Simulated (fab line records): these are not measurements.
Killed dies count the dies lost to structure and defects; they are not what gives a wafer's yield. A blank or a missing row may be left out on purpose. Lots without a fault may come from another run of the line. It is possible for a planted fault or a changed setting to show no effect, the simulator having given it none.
Code-filled problem report in 8D (eight disciplines) form ; flow gf180mcu ; the parts of the form that need people (team, actions taken, sign-off) are left out

1. PROBLEM STATEMENT
HV_LDD_CVD_56_THK at GF_HV_LDD_THK_MEAS_57 reads a mean of 40.4 nm on 3 wafers of 1 lot; wafers without a fault read 88.2 nm with a standard deviation of 0.84. Measured from the usual mean, that is -57 standard deviations.
Seen first at day 13 08:29 on film metro-03, wafer L478.1. The record holds 36 wafers of 12 lots with a number at this step. By rule, "out" or "out of limits" means more than 4 standard deviations away from the usual mean. All remaining wafers that have a number are taken as sound.

2. WHAT IT IS, AND WHAT IT ISN'T
question;is;is not
which readings at this step;HV_LDD_CVD_56_THK;-
which lots;L478;L475, L480, L488, L489, L491, L492, L494, L495, L496, L497, L498
which wafers of those lots;all that have a number;-
read on which gauges;film metro-03;film metro-01, film metro-04
when;from day 13 08:29;"up to then (3 sound wafers); but 30 sound wafers of L480, L488, L489, L491, L492, L494, L495, L496, L497, L498 came after"

3. WHAT RULES OUT EACH SUSPECT
Counting: a tool stays on the suspect list if, at a process step up to the reading, it processed all lots that are out and no sound lot following the first of them.
- the gauge at GF_HV_LDD_THK_MEAS_57 is ruled out. All the wafers that are out were read on film metro-03, but those of them that GF_HV_LDD_ETCHBACK_58 has rows for are out there too, on other tools.
- lpcvd-02 at GF_HV_LDD_CVD_56 (deposits Si3N4 from DCS/NH3, target thk 90 nm, time 1509 s): ruled out as a lasting fault. Following L478 (day 13 07:04), the first lot on it that is out, the sound lots L489, L492, L494, L496, L497, L498 were run on it.
Left after counting: nothing in the record.

4. THE CAUSE (what the simulator had put in)
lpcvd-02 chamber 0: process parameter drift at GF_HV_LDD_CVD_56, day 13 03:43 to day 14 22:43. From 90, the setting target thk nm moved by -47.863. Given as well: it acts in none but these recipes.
The count ruled it out by mistake, since the rule takes a fault to strike every lot its tool runs from the start of the fault on, and this one did not do so.

5. THE EFFECT CHAIN, in route order
Each row: a reading where the mean over the struck wafers with a number is more than 3 standard deviations away from the usual. Only readings whose record carries a usual standard deviation are examined. hours: median over the lots of the time between each lot's start at the first step of this table that gives one and its start at this step. sigmas: the change, counted in usual standard deviations.
hours;step;reading;usual;on struck wafers;change;sigmas
0;GF_HV_LDD_THK_MEAS_57;HV_LDD_CVD_56_THK;88.2 nm;40.4;-47.8;-57
0;GF_HV_LDD_ETCHBACK_58;oes product au;0.833 a.u.;0.583;-0.250;-39
0;GF_HV_LDD_ETCHBACK_58;throttle valve pct;10.562 %;10.530;-0.032;-3.7
Its process steps:
- GF_HV_LDD_ETCHBACK_58: etches Si3N4 in CH3F/O2, stops on SiO2, time 100 s, target depth 90 nm.

6. HOW IT WOULD HAVE BEEN CAUGHT EARLIER
The first out-of-limits reading at a measuring or inspecting step in this record came at day 13 08:29, 5 hours after the fault's start at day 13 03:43.
Tool readings at GF_HV_LDD_CVD_56 with a usual standard deviation given in the record: none out on any struck wafer, hence no alarm at a limit of 4 standard deviations on them.
